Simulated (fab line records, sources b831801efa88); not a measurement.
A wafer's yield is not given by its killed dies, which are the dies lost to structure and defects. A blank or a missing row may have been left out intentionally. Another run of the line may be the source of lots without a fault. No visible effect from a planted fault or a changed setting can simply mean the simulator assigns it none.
fab line records	flow sky130
record lots=6	wafers=18	last_day=51
route steps=708 shown SD_P@327 RES_XHIGH@332 SD_N@342 SALICIDE@361 PAD_OPEN@708
lots that met no fault: from a run of the same line without faults
start_h: start of the lot's first displayed wafer, in hours after the record's first day	wait_h: how many hours have passed since the lot's step before this one	" unchanged from the row above	L1.1+2: a single row standing in for several wafers	- no value present, or no start provided	* or withheld: withheld	< > ~ a bound
route shown NAME@n: a module of which the file shows steps, and the number in the route of the first	usual: mean/standard deviation of fault-free wafers	same: alike in all rows	chamber/n: place in a boat	sites: readings site by site	_std_site: standard deviation of those values	_edge_site: the outer-site mean with the inner-site mean subtracted	radius_mm: how far each site lies from the wafer's centre	mask NAME#n: copy n	behind: the last tool/chamber to shape the wafer	hold: what put the lot on hold/how long, in hours/how the hold closed	device: whichever transistor did not switch (one of n, p or np)	end of line: tests run on the same wafers once the route is complete	where a step has no rows: the recipe by itself	killed: dies that structure and defects cost at the first sort, which is not the same as the wafer's yield	map: dies across one wafer; x = killed, . = not, _ = none there
set.NAME: the setting the step ran with; set.NAME@STEP: the setting that earlier step ran with	model.NAME: the simulator's own value behind a step, which no gauge read
lots at selected steps of the route; one table per step, one row per wafer
services: a tool's chamber out of use, with start hour (start_h, from the record's first day; less than 0 if before it), hours out, and reason
## steps
# step SKY_SD_P_CD_MEAS_07
# recipe target_cd_nm=380
# usual cd_nm=379.4/2.2
lot.wafer	tool	chamber	start_h	wait_h	cd_nm
L698.2	cd_sem-02	-	572.98	0.1	376.4
L698.5	"	-	"	"	376.6
L698.6	"	-	"	"	377.7
L705.2	cd_sem-02	-	644.06	0.1	378.9
L705.4	"	-	"	"	378.7
L705.6	"	-	"	"	377.0
L706.1	cd_sem-01	-	645.24	0.1	384.8
L706.3	"	-	"	"	382.9
L706.4	"	-	"	"	382.8
L719.1	cd_sem-01	-	767.02	0.1	379.6
L719.3	"	-	"	"	379.0
L719.4	"	-	"	"	381.2
L718.3	cd_sem-02	-	767.96	0.1	380.2
L718.5	"	-	"	"	378.1
L718.6	"	-	"	"	376.6
L721.3	cd_sem-01	-	810.96	0.1	380.3
L721.5	"	-	"	"	379.7
L721.6	"	-	"	"	382.1
# step SKY_SD_P_OVL_MEAS_08
# usual SD_P_OVL=0.2/1.5
lot.wafer	tool	chamber	start_h	wait_h	SD_P_OVL[nm]
L698.2	overlay-02	-	573.09	0.1	-2.1
L698.5	"	-	"	"	-1.0
L698.6	"	-	"	"	1.1
L705.2	overlay-01	-	644.17	0.1	-0.3
L705.4	"	-	"	"	1.0
L705.6	"	-	"	"	0.8
L706.1	overlay-01	-	645.36	0.1	3.0
L706.3	"	-	"	"	0.2
L706.4	"	-	"	"	1.8
L719.1	overlay-01	-	767.14	0.1	1.1
L719.3	"	-	"	"	1.6
L719.4	"	-	"	"	2.9
L718.3	overlay-01	-	768.05	0.1	1.2
L718.5	"	-	"	"	0.5
L718.6	"	-	"	"	0.1
L721.3	overlay-01	-	811.05	0.1	-0.5
L721.5	"	-	"	"	0.2
L721.6	"	-	"	"	-1.1
# step SKY_SD_P_IMPLANT_09
# recipe species=BF2	energy_kev=20	dose_cm2=3e+15	tilt_deg=0
# step SKY_SD_P_STRIP_10
# recipe chemistry=O2/N2	power_w=1400	pressure_mtorr=1500	platen_temp_c=withheld	o2_flow_sccm=3000	n2_flow_sccm=300	overash_fraction=0.5
# usual drypump_motor_current_A=5.8/0.5	oes_product_au=0.618/0.0048	strip_time_to_endpoint_s=17.52/0.038
lot.wafer	tool	chamber	start_h	wait_h	drypump_motor_current_A	oes_product_au	rf_hours_counter_h	strip_time_to_endpoint_s
L698.2	plasma_asher-01	0	573.27	0.1	6.7	0.616	88	17.52
L698.5	"	0	"	"	6.7	0.618	-	17.56
L698.6	"	1	"	"	5.7	0.621	-	17.57
L705.2	plasma_asher-02	0	644.35	0.1	5.8	0.626	52	17.54
L705.4	"	0	"	"	5.8	0.614	-	17.56
L705.6	"	1	"	"	5.9	0.618	-	17.56
L706.1	plasma_asher-02	0	645.55	0.1	5.8	0.628	52	17.48
L706.3	"	1	"	"	6.0	0.615	-	17.50
L706.4	"	0	"	"	5.8	0.622	-	17.48
L719.1	plasma_asher-01	0	767.42	0.1	6.7	0.614	2	17.43
L719.3	"	0	"	"	6.7	0.615	-	17.42
L719.4	"	1	"	"	5.7	0.614	-	17.43
L718.3	plasma_asher-01	0	768.26	0.1	6.7	0.612	-	17.46
L718.5	"	1	"	"	5.6	0.615	-	17.48
L718.6	"	0	"	"	6.7	0.616	-	17.48
L721.3	plasma_asher-04	0	811.26	0.1	5.3	0.620	-	17.50
L721.5	"	1	"	"	5.3	0.618	-	17.48
L721.6	"	0	"	"	5.3	0.611	-	17.53
# step SKY_SD_P_TW_MEAS_11
# usual SD_P_TW=2815/28
lot.wafer	tool	chamber	start_h	wait_h	SD_P_TW
L698.2	film_metro-03	-	573.38	0.1	2755
L698.5	"	-	"	"	2766
L698.6	"	-	"	"	2731
L705.2	film_metro-01	-	644.46	0.1	2825
L705.4	"	-	"	"	2820
L705.6	"	-	"	"	2816
L706.1	film_metro-01	-	645.65	0.1	2833
L706.3	"	-	"	"	2828
L706.4	"	-	"	"	2832
L719.1	film_metro-01	-	767.52	0.1	2813
L719.3	"	-	"	"	2806
L719.4	"	-	"	"	2799
L718.3	film_metro-01	-	768.34	0.1	2819
L718.5	"	-	"	"	2808
L718.6	"	-	"	"	2820
L721.3	film_metro-04	-	811.34	0.1	2799
L721.5	"	-	"	"	2806
L721.6	"	-	"	"	2798
# step SKY_RES_XHIGH_DEHYDRATE_00
# recipe temp_c=200	time_s=60
# step SKY_RES_XHIGH_HMDS_01
# recipe prime_time_s=60	prime_temp_c=120
# step SKY_RES_XHIGH_COAT_02
# recipe resist=NOVOLAK	spin_rpm=3000	resist_thk_nm=1140
# step SKY_RES_XHIGH_SOFTBAKE_03
# recipe temp_c=90	time_s=60	resist=NOVOLAK
# step SKY_RES_XHIGH_EXPOSE_04
# recipe mask_id=URPM	na=0.6	source_shape=conventional	sigma_outer=0.6	polarization=unpolarized	target_cd_nm=1270	dose_mj=140
# step SKY_RES_XHIGH_PEB_05
# recipe temp_c=withheld	time_s=*	resist=NOVOLAK
# step SKY_RES_XHIGH_DEVELOP_06
# recipe resist=NOVOLAK	developer=TMAH	develop_time_s=60	dev_temp_c=23
# step SKY_RES_XHIGH_IMPLANT_07
# recipe species=BF2	energy_kev=20	dose_cm2=3.6e+14	tilt_deg=0
# same implant_ion_amu=49
lot.wafer	tool	chamber	start_h	wait_h
L698.2+5+6	implanter-04	0	601.89	0.1
L705.2+4+6	implanter-04	0	671.97	0.1
L706.1+3+4	implanter-04	0	673.99	0.1
L719.1+3+4	implanter-04	0	794.20	0.1
L718.3+5+6	implanter-04	0	795.70	0.1
L721.3+5+6	implanter-02	0	837.69	0.1
# step SKY_RES_XHIGH_STRIP_08
# recipe chemistry=O2/N2	power_w=1400	pressure_mtorr=1500	platen_temp_c=withheld	o2_flow_sccm=3000	n2_flow_sccm=300	overash_fraction=0.5
# usual drypump_motor_current_A=5.7/0.5	oes_product_au=0.711/0.0043	strip_time_to_endpoint_s=14.27/0.038
lot.wafer	tool	chamber	start_h	wait_h	drypump_motor_current_A	oes_product_au	rf_hours_counter_h	strip_time_to_endpoint_s
L698.2	plasma_asher-01	0	602.01	0.1	6.7	0.707	91	14.32
L698.5	"	0	"	"	6.6	0.714	-	14.29
L698.6	"	1	"	"	5.7	0.709	-	14.29
L705.2	plasma_asher-01	1	672.10	0.1	5.7	0.713	98	14.22
L705.4	"	1	"	"	5.7	0.723	-	14.21
L705.6	"	0	"	"	6.7	0.719	-	14.19
L706.1	plasma_asher-04	0	674.14	0.1	5.3	0.711	87	14.20
L706.3	"	1	"	"	5.3	0.724	-	14.18
L706.4	"	0	"	"	5.3	0.719	-	14.21
L719.1	plasma_asher-01	1	794.35	0.1	5.6	0.708	5	14.26
L719.3	"	1	"	"	5.6	0.719	-	14.21
L719.4	"	0	"	"	6.7	0.713	-	14.21
L718.3	plasma_asher-03	0	795.83	0.1	6.1	0.710	-	14.36
L718.5	"	1	"	"	5.3	0.709	-	14.29
L718.6	"	0	"	"	6.0	0.713	-	14.27
L721.3	plasma_asher-03	1	837.83	0.1	5.3	0.713	-	14.31
L721.5	"	0	"	"	6.0	0.715	-	14.24
L721.6	"	1	"	"	5.3	0.711	-	14.27
# step SKY_RES_XHIGH_TW_MEAS_09
# usual RES_XHIGH_TW=1630/18
lot.wafer	tool	chamber	start_h	wait_h	RES_XHIGH_TW
L698.2	film_metro-01	-	602.12	0.1	1635
L698.5	"	-	"	"	1632
L698.6	"	-	"	"	1618
L705.2	film_metro-04	-	672.21	0.1	1531
L705.4	"	-	"	"	1535
L705.6	"	-	"	"	1541
L706.1	film_metro-01	-	674.24	0.1	1551
L706.3	"	-	"	"	1548
L706.4	"	-	"	"	1550
L719.1	film_metro-03	-	794.45	0.1	1606
L719.3	"	-	"	"	1605
L719.4	"	-	"	"	1598
L718.3	film_metro-04	-	795.92	0.1	1627
L718.5	"	-	"	"	1638
L718.6	"	-	"	"	1644
L721.3	film_metro-01	-	837.91	0.1	1635
L721.5	"	-	"	"	1639
L721.6	"	-	"	"	1648
# step SKY_SD_N_DEHYDRATE_00
# recipe temp_c=200	time_s=60
# step SKY_SD_N_HMDS_01
# recipe prime_time_s=60	prime_temp_c=120
# step SKY_SD_N_COAT_02
# recipe resist=NOVOLAK	spin_rpm=3000	resist_thk_nm=1140
# step SKY_SD_N_SOFTBAKE_03
# recipe temp_c=90	time_s=60	resist=NOVOLAK
# step SKY_SD_N_EXPOSE_04
# recipe mask_id=NSDM	na=0.6	source_shape=conventional	sigma_outer=0.6	polarization=unpolarized	target_cd_nm=380	dose_mj=141
# step SKY_SD_N_PEB_05
# recipe temp_c=withheld	time_s=*	resist=NOVOLAK
# step SKY_SD_N_DEVELOP_06
# recipe resist=NOVOLAK	developer=TMAH	develop_time_s=60	dev_temp_c=23
# step SKY_SD_N_CD_MEAS_07
# recipe target_cd_nm=380
# usual cd_nm=380.0/2.6
lot.wafer	tool	chamber	start_h	wait_h	cd_nm
L698.2	cd_sem-02	-	631.67	0.1	383.1
L698.5	"	-	"	"	385.0
L698.6	"	-	"	"	386.1
L705.2	cd_sem-01	-	699.99	0.1	379.9
L705.4	"	-	"	"	379.4
L705.6	"	-	"	"	378.0
L706.1	cd_sem-01	-	701.67	0.1	380.5
L706.3	"	-	"	"	380.3
L706.4	"	-	"	"	379.7
L719.1	cd_sem-01	-	821.39	0.1	377.5
L719.3	"	-	"	"	375.9
L719.4	"	-	"	"	377.5
L718.3	cd_sem-01	-	821.96	0.3	375.3
L718.5	"	-	"	"	377.3
L718.6	"	-	"	"	377.8
L721.3	cd_sem-02	-	863.21	0.1	381.7
L721.5	"	-	"	"	379.9
L721.6	"	-	"	"	379.0
# step SKY_SD_N_OVL_MEAS_08
# usual SD_N_OVL=0.2/1.6
lot.wafer	tool	chamber	start_h	wait_h	SD_N_OVL[nm]
L698.2	overlay-02	-	631.77	0.1	-0.1
L698.5	"	-	"	"	-1.3
L698.6	"	-	"	"	-0.8
L705.2	overlay-01	-	700.09	0.1	-0.1
L705.4	"	-	"	"	-0.5
L705.6	"	-	"	"	-2.4
L706.1	overlay-01	-	701.79	0.1	2.2
L706.3	"	-	"	"	1.9
L706.4	"	-	"	"	1.2
L719.1	overlay-02	-	821.51	0.1	-2.0
L719.3	"	-	"	"	-0.8
L719.4	"	-	"	"	-1.6
L718.3	overlay-02	-	822.05	0.1	-1.9
L718.5	"	-	"	"	-3.3
L718.6	"	-	"	"	-1.8
L721.3	overlay-02	-	863.30	0.1	-0.2
L721.5	"	-	"	"	-0.4
L721.6	"	-	"	"	0.2
# step SKY_SD_N_IMPLANT_09
# recipe species=As	energy_kev=50	dose_cm2=4e+15	tilt_deg=0
# step SKY_SD_N_IMPLANT_10
# recipe species=P	energy_kev=20	dose_cm2=1e+14	tilt_deg=0
# step SKY_SD_N_STRIP_11
# recipe chemistry=O2/N2	power_w=1400	pressure_mtorr=1500	platen_temp_c=withheld	o2_flow_sccm=3000	n2_flow_sccm=300	overash_fraction=0.5
# usual drypump_motor_current_A=5.6/0.32	oes_product_au=0.527/0.0043	strip_time_to_endpoint_s=22.57/0.035
lot.wafer	tool	chamber	start_h	wait_h	drypump_motor_current_A	oes_product_au	rf_hours_counter_h	strip_time_to_endpoint_s
L698.2	plasma_asher-04	1	632.10	0.1	5.3	0.529	82	22.56
L698.5	"	0	"	"	5.4	0.523	-	22.57
L698.6	"	1	"	"	5.3	0.528	-	22.56
L705.2	plasma_asher-02	0	700.42	0.1	5.8	0.524	58	22.64
L705.4	"	1	"	"	5.9	0.530	-	22.57
L705.6	"	0	"	"	5.8	0.527	-	22.62
L706.1	plasma_asher-03	0	702.12	0.1	6.1	0.521	26	22.52
L706.3	"	1	"	"	5.3	0.529	-	22.59
L706.4	"	0	"	"	6.0	0.526	-	22.53
L719.1	plasma_asher-04	1	821.85	0.1	5.3	0.533	101	22.48
L719.3	"	0	"	"	5.3	0.523	-	22.49
L719.4	"	1	"	"	5.3	0.525	-	22.51
L718.3	plasma_asher-04	1	822.41	0.1	5.3	0.531	-	22.52
L718.5	"	1	"	"	5.3	0.527	-	22.48
L718.6	"	0	"	"	5.3	0.529	-	22.56
L721.3	plasma_asher-03	1	863.66	0.1	5.3	0.534	-	22.55
L721.5	"	0	"	"	6.1	0.522	-	22.63
L721.6	"	1	"	"	5.3	0.527	-	22.58
# step SKY_SD_N_TW_MEAS_12
# usual SD_N_TW=3947/39
lot.wafer	tool	chamber	start_h	wait_h	SD_N_TW
L698.2	film_metro-04	-	632.21	0.1	4013
L698.5	"	-	"	"	4011
L698.6	"	-	"	"	3998
L705.2	film_metro-03	-	700.53	0.1	3906
L705.4	"	-	"	"	3896
L705.6	"	-	"	"	3928
L706.1	film_metro-04	-	702.22	0.1	3961
L706.3	"	-	"	"	3947
L706.4	"	-	"	"	3962
L719.1	film_metro-04	-	821.95	0.1	3953
L719.3	"	-	"	"	3962
L719.4	"	-	"	"	3931
L718.3	film_metro-03	-	822.50	0.1	3904
L718.5	"	-	"	"	3922
L718.6	"	-	"	"	3897
L721.3	film_metro-01	-	863.74	0.1	3984
L721.5	"	-	"	"	3987
L721.6	"	-	"	"	3963
# step SKY_SD_N_CLEAN_13
# recipe chemistry=SC1/SC2	mix=1:4:20	temp_c=70	time_s=150	dry=n2_spin
# step SKY_SD_N_RTA_14
# recipe temp_c=1075	time_s=2	idle_temp_c=650	ramp_up_c_per_s=150	ramp_down_c_per_s=90	ambient=N2
# usual chamber_o2_ppm=1.999/0.025	lamp_power_pct=15.73/0.054	wafer_temp_C_max=1078.0/1.2
lot.wafer	tool	chamber	start_h	wait_h	chamber_o2_ppm	lamp_power_pct	wafer_temp_C_max
L698.2	rtp_anneal-01	0	632.33	0.0	2.003	15.85	1077.9
L698.5	"	0	"	"	2.024	15.76	1077.8
L698.6	"	0	"	"	2.003	15.70	1078.6
L705.2	rtp_anneal-02	0	700.64	0.0	1.994	15.72	1078.2
L705.4	"	0	"	"	2.017	15.75	1078.0
L705.6	"	0	"	"	2.008	15.81	1079.1
L706.1	rtp_anneal-01	0	702.33	0.0	1.953	15.74	1077.4
L706.3	"	0	"	"	1.973	15.77	1076.5
L706.4	"	0	"	"	1.959	15.68	1077.5
L719.1	rtp_anneal-01	0	822.06	0.0	2.021	15.70	1079.0
L719.3	"	0	"	"	1.988	15.61	1077.8
L719.4	"	0	"	"	1.974	15.86	1076.4
L718.3	rtp_anneal-02	0	822.61	0.0	2.032	15.67	1079.2
L718.5	"	0	"	"	2.042	15.80	1078.4
L718.6	"	0	"	"	2.026	15.63	1077.2
L721.3	rtp_anneal-01	0	863.85	0.0	1.993	15.76	1077.8
L721.5	"	0	"	"	2.002	15.71	1076.7
L721.6	"	0	"	"	2.012	15.70	1076.8
# step SKY_SD_N_RS_MEAS_16
# recipe thk_meas_gauge=four-point-probe
# usual SD_N_RS=68.53/0.11
lot.wafer	tool	chamber	start_h	wait_h	SD_N_RS[ohm/sq]
L698.2	film_metro-01	-	632.51	0.1	68.41
L698.5	"	-	"	"	68.26
L698.6	"	-	"	"	68.40
L705.2	film_metro-01	-	700.83	0.1	68.56
L705.4	"	-	"	"	68.64
L705.6	"	-	"	"	68.56
L706.1	film_metro-03	-	702.51	0.1	68.59
L706.3	"	-	"	"	68.55
L706.4	"	-	"	"	68.58
L719.1	film_metro-04	-	822.24	0.1	68.52
L719.3	"	-	"	"	68.55
L719.4	"	-	"	"	68.60
L718.3	film_metro-01	-	822.80	0.1	68.69
L718.5	"	-	"	"	68.39
L718.6	"	-	"	"	68.55
L721.3	film_metro-01	-	864.05	0.1	68.53
L721.5	"	-	"	"	68.47
L721.6	"	-	"	"	68.48
# step SKY_SD_N_RS_MEAS_17
# recipe thk_meas_gauge=four-point-probe
# usual SD_P_RS=146.9/0.32
lot.wafer	tool	chamber	start_h	wait_h	SD_P_RS[ohm/sq]
L698.2	film_metro-01	-	632.63	0.1	146.5
L698.5	"	-	"	"	146.4
L698.6	"	-	"	"	146.2
L705.2	film_metro-01	-	700.95	0.1	147.4
L705.4	"	-	"	"	147.5
L705.6	"	-	"	"	147.3
L706.1	film_metro-03	-	702.63	0.1	147.3
L706.3	"	-	"	"	146.8
L706.4	"	-	"	"	147.1
L719.1	film_metro-04	-	822.36	0.1	146.5
L719.3	"	-	"	"	146.7
L719.4	"	-	"	"	146.6
L718.3	film_metro-01	-	822.92	0.1	147.2
L718.5	"	-	"	"	147.0
L718.6	"	-	"	"	146.9
L721.3	film_metro-01	-	864.17	0.1	146.7
L721.5	"	-	"	"	146.6
L721.6	"	-	"	"	146.6
# step SKY_SD_N_RS_MEAS_18
# recipe thk_meas_gauge=four-point-probe
# usual RES_XHIGH_RS=332.9/1.3
lot.wafer	tool	chamber	start_h	wait_h	RES_XHIGH_RS[ohm/sq]
L698.2	film_metro-01	-	632.75	0.1	333.8
L698.5	"	-	"	"	334.6
L698.6	"	-	"	"	333.9
L705.2	film_metro-01	-	701.07	0.1	388.8
L705.4	"	-	"	"	387.2
L705.6	"	-	"	"	385.9
L706.1	film_metro-03	-	702.75	0.1	385.6
L706.3	"	-	"	"	386.7
L706.4	"	-	"	"	386.5
L719.1	film_metro-04	-	822.48	0.1	331.1
L719.3	"	-	"	"	332.6
L719.4	"	-	"	"	332.0
L718.3	film_metro-01	-	823.04	0.1	331.7
L718.5	"	-	"	"	331.4
L718.6	"	-	"	"	330.4
L721.3	film_metro-01	-	864.29	0.1	332.5
L721.5	"	-	"	"	332.6
L721.6	"	-	"	"	332.4
# step SKY_SALICIDE_CLEAN_00
# recipe chemistry=HF-last	time_s=30	dilution=100:1	dry=ipa_marangoni
# step SKY_PAD_OPEN_PROBE_99
# usual killed_at_M0_to_M3=44/7.2	killed_at_M4_up=3.1/1.7	killed_at_contacts=24/5.2	killed_at_front_end=15/4.1	killed_at_other=0.3/0.61	killed_dies=87/10	killed_open=48/7.5	killed_short=39/6.6
# same gross_dies=492	killed_at_back_side=0
lot.wafer	tool	chamber	start_h	wait_h	killed_at_M0_to_M3	killed_at_M4_up	killed_at_contacts	killed_at_front_end	killed_at_other	killed_dies	killed_open	killed_short	model.etest.res_xhigh_po.line_ohm_um	model.etest.res_xhigh_po.rs_ohm_sq_range	model.etest.res_xhigh_po.rs_ohm_sq	model.etest.res_xhigh_po.rs_ohm_sq_rim_less_centre
L698.2	prober-01	-	1064.01	0.1	56	3	22	14	3	98	60	36	5664	158.9	2048	136.8
L698.5	prober-01	-	1064.16	0.2	41	3	30	11	0	85	37	46	5590	134.5	1978	116.7
L698.6	prober-01	-	1064.21	0.2	43	3	31	13	1	91	44	46	5537	147.4	1981	124
L705.2	prober-02	-	1114.79	0.1	39	3	34	17	0	93	55	38	1.079e+04	1830	3783	-890.1
L705.4	prober-02	-	1114.89	0.2	53	1	22	14	0	90	53	37	1.084e+04	1817	3748	-940.3
L705.6	prober-02	-	1114.99	0.2	43	5	14	12	0	74	39	35	1.033e+04	1695	3608	-811.5
L706.1	prober-01	-	1115.89	0.1	37	5	24	20	0	86	47	39	1.097e+04	2115	3804	-625.5
L706.3	prober-01	-	1115.99	0.2	34	2	19	17	0	72	48	24	1.114e+04	2130	3822	-642.7
L706.4	prober-01	-	1116.04	0.2	49	5	17	14	0	85	52	33	1.089e+04	2197	3818	-545.5
L719.1	prober-01	-	1196.09	0.1	66	6	33	12	0	117	70	47	5688	50.16	1984	16.9
L719.3	prober-01	-	1196.19	0.2	45	4	21	19	2	91	50	40	5477	75.14	1932	50.23
L719.4	prober-01	-	1196.24	0.2	57	4	28	6	0	95	44	51	6022	73.31	2101	56.9
L718.3	prober-02	-	1196.84	0.2	38	6	34	8	0	86	45	41	5564	123.9	1946	99.17
L718.5	prober-02	-	1196.94	0.2	40	4	24	14	0	82	52	30	5537	137.3	1937	106.9
L718.6	prober-02	-	1196.99	0.2	46	1	26	15	0	88	47	41	5482	129.9	1928	102
L721.3	prober-01	-	1219.05	0.2	40	2	22	12	0	76	44	32	5671	45.49	1984	35.63
L721.5	prober-01	-	1219.15	0.2	50	3	28	14	0	95	53	42	5759	56.76	2015	30.12
L721.6	prober-01	-	1219.20	0.2	48	3	33	17	0	101	49	52	5610	54.44	2000	38.06
# killed by level:class
L698.2 VIA1:geometric_particle:open=16 CONTACT:geometric_particle:open=10 VIA3:geometric_particle:open=10 VIA2:geometric_particle:open=7 CONTACT:geometric_particle:short=6 METAL2:geometric_particle:short=6 FIELD_ISO:geometric_particle:short=5 METAL1:geometric_particle:short=4
L698.5 VIA1:geometric_particle:open=11 METAL1:geometric_particle:short=7 LI_CONTACT:geometric_particle:short=7 CONTACT:geometric_particle:open=7 LI_CONTACT:geometric_particle:open=6 VIA1:geometric_particle:short=6 LOCAL_INTERCONNECT:geometric_particle:short=5 CONTACT:geometric_particle:short=5
L698.6 CONTACT:geometric_particle:open=10 METAL1:geometric_particle:short=10 VIA1:geometric_particle:open=10 CONTACT:geometric_particle:short=9 VIA1:geometric_particle:short=6 LI_CONTACT:geometric_particle:open=5 VIA3:geometric_particle:open=5 FIELD_ISO:geometric_particle:short=4
L705.2 CONTACT:geometric_particle:open=12 LI_CONTACT:geometric_particle:open=11 FIELD_ISO:geometric_particle:short=7 VIA1:geometric_particle:open=6 VIA3:geometric_particle:open=6 LOCAL_INTERCONNECT:geometric_particle:short=5 VIA2:geometric_particle:open=5 FIELD_ISO:geometric_particle:open=4
L705.4 VIA3:geometric_particle:open=12 CONTACT:geometric_particle:open=10 VIA1:geometric_particle:open=7 METAL1:geometric_particle:short=6 VIA2:geometric_particle:open=6 POLY_GATE:geometric_particle:short=5 LI_CONTACT:geometric_particle:open=5 LOCAL_INTERCONNECT:geometric_particle:short=4
L705.6 LI_CONTACT:geometric_particle:open=7 VIA3:geometric_particle:open=7 VIA1:geometric_particle:open=6 VIA2:geometric_particle:open=6 METAL1:geometric_particle:open=5 METAL4:geometric_particle:short=5 METAL1:geometric_particle:short=4 VIA1:geometric_particle:short=4
L706.1 CONTACT:geometric_particle:open=9 LI_CONTACT:geometric_particle:open=8 VIA1:geometric_particle:short=7 VIA1:geometric_particle:open=7 VIA2:geometric_particle:open=6 FIELD_ISO:geometric_particle:open=5 FIELD_ISO:geometric_particle:short=5 METAL2:geometric_particle:short=4
L706.3 VIA1:geometric_particle:open=12 LI_CONTACT:geometric_particle:open=7 FIELD_ISO:geometric_particle:short=6 CONTACT:geometric_particle:open=6 VIA3:geometric_particle:open=6 VIA2:geometric_particle:open=5 FIELD_ISO:geometric_particle:open=4 METAL2:geometric_particle:short=4
L706.4 VIA1:geometric_particle:open=11 CONTACT:geometric_particle:open=10 VIA3:geometric_particle:open=8 VIA2:geometric_particle:open=6 METAL1:geometric_particle:short=5 FIELD_ISO:geometric_particle:open=4 VIA1:geometric_particle:short=4 METAL2:geometric_particle:short=4
L719.1 VIA1:geometric_particle:open=22 VIA3:geometric_particle:open=10 CONTACT:geometric_particle:open=10 LI_CONTACT:geometric_particle:open=9 LOCAL_INTERCONNECT:geometric_particle:short=6 VIA2:geometric_particle:open=6 METAL2:geometric_particle:short=6 CONTACT:geometric_particle:short=5
L719.3 METAL1:geometric_particle:short=12 VIA1:geometric_particle:open=9 LI_CONTACT:geometric_particle:open=7 FIELD_ISO:geometric_particle:open=6 VIA2:geometric_particle:open=6 CONTACT:geometric_particle:open=5 VIA3:geometric_particle:open=5 FIELD_ISO:geometric_particle:short=3
L719.4 VIA1:geometric_particle:short=8 VIA3:geometric_particle:open=8 LI_CONTACT:geometric_particle:open=7 CONTACT:geometric_particle:open=7 VIA1:geometric_particle:open=7 METAL1:geometric_particle:short=7 VIA2:geometric_particle:open=7 CONTACT:geometric_particle:short=6
L718.3 CONTACT:geometric_particle:open=14 CONTACT:geometric_particle:short=8 VIA3:geometric_particle:open=7 LI_CONTACT:geometric_particle:open=6 METAL1:geometric_particle:short=6 VIA2:geometric_particle:open=6 LOCAL_INTERCONNECT:geometric_particle:short=5 METAL2:geometric_particle:short=5
L718.5 VIA3:geometric_particle:open=11 CONTACT:geometric_particle:open=8 LI_CONTACT:geometric_particle:open=7 VIA2:geometric_particle:open=6 VIA1:geometric_particle:open=5 FIELD_ISO:geometric_particle:open=4 LOCAL_INTERCONNECT:geometric_particle:short=4 METAL1:geometric_particle:short=4
L718.6 CONTACT:geometric_particle:open=10 METAL2:geometric_particle:short=10 VIA2:geometric_particle:open=10 VIA1:geometric_particle:open=8 FIELD_ISO:geometric_particle:open=6 LOCAL_INTERCONNECT:geometric_particle:short=5 CONTACT:geometric_particle:short=5 VIA3:geometric_particle:open=5
L721.3 CONTACT:geometric_particle:open=12 VIA1:geometric_particle:open=7 METAL1:geometric_particle:short=7 VIA2:geometric_particle:open=7 VIA1:geometric_particle:short=5 LI_CONTACT:geometric_particle:short=4 METAL2:geometric_particle:short=4 VIA3:geometric_particle:open=4
L721.5 VIA1:geometric_particle:open=13 CONTACT:geometric_particle:open=11 METAL2:geometric_particle:short=10 LI_CONTACT:geometric_particle:open=7 FIELD_ISO:geometric_particle:short=6 LOCAL_INTERCONNECT:geometric_particle:open=4 CONTACT:geometric_particle:short=4 METAL1:geometric_particle:short=4
L721.6 METAL2:geometric_particle:short=15 CONTACT:geometric_particle:open=10 LI_CONTACT:geometric_particle:open=8 CONTACT:geometric_particle:short=7 VIA1:geometric_particle:open=6 VIA2:geometric_particle:open=6 FIELD_ISO:geometric_particle:open=5 LOCAL_INTERCONNECT:geometric_particle:short=5
## services
tool	chamber	start_h	hours	kind
plasma_asher-02	-	563.80	0.5	repair
implanter-04	-	592.62	0.7	repair
implanter-04	-	618.78	4.9	pm
plasma_asher-02	-	619.10	2.8	pm
plasma_asher-02	-	626.37	1.7	repair
plasma_asher-01	-	632.17	2.4	repair
implanter-04	-	641.25	2.0	repair
implanter-02	-	651.29	94.5	pm
plasma_asher-03	-	663.50	14.6	pm
rtp_anneal-01	-	693.66	6.5	pm
rtp_anneal-02	-	708.28	5.9	pm
implanter-04	-	719.09	3.9	pm
plasma_asher-04	-	731.44	1.1	repair
plasma_asher-01	-	733.75	9.0	pm
plasma_asher-01	0	733.75	9.0	vent_cycle
plasma_asher-01	1	733.75	9.0	vent_cycle
plasma_asher-02	-	734.81	6.5	pm
plasma_asher-01	0	742.75	-	clean
implanter-02	-	747.57	7.0	pm
implanter-04	-	756.53	26.1	pm
plasma_asher-04	-	779.03	14.6	pm
plasma_asher-02	-	784.65	7.7	repair
plasma_asher-02	-	798.64	3.3	repair
implanter-04	-	834.41	5.6	repair
## key
first_sign step=SKY_RES_XHIGH_TW_MEAS_09	reading=RES_XHIGH_TW	direction=down	sigmas=4.9	usual=1630	struck=1543
effect step=SKY_SD_N_RS_MEAS_18	reading=RES_XHIGH_RS	direction=up	sigmas=41	usual=332.9	struck=386.8
model_effect step=SKY_PAD_OPEN_PROBE_99	value=etest.res_xhigh_po.line_ohm_um	without=5747	struck=1.083e+04
met_at SKY_RES_XHIGH_IMPLANT_07
struck_wafers L705.2,L705.4,L705.6,L706.1,L706.3,L706.4
tester_left_out L705,L706
onset_between 601.89 671.97
also_fits SKY_SD_P_STRIP_10:plasma_asher-02
fault kind=process_parameter_drift	tool=implanter-04	chamber=-	onset_h=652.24	steps=SKY_RES_XHIGH_IMPLANT_07	channel=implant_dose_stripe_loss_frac	offset=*	shape=step	end_h=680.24
# tester_left_out: of these lots the tester's yield and bins aren't shown, on N5 and GAA mostly nor the transistor test; their killed dies are dies lost to structure and defects alone, not to doping, threshold or leakage, so they don't give the yield
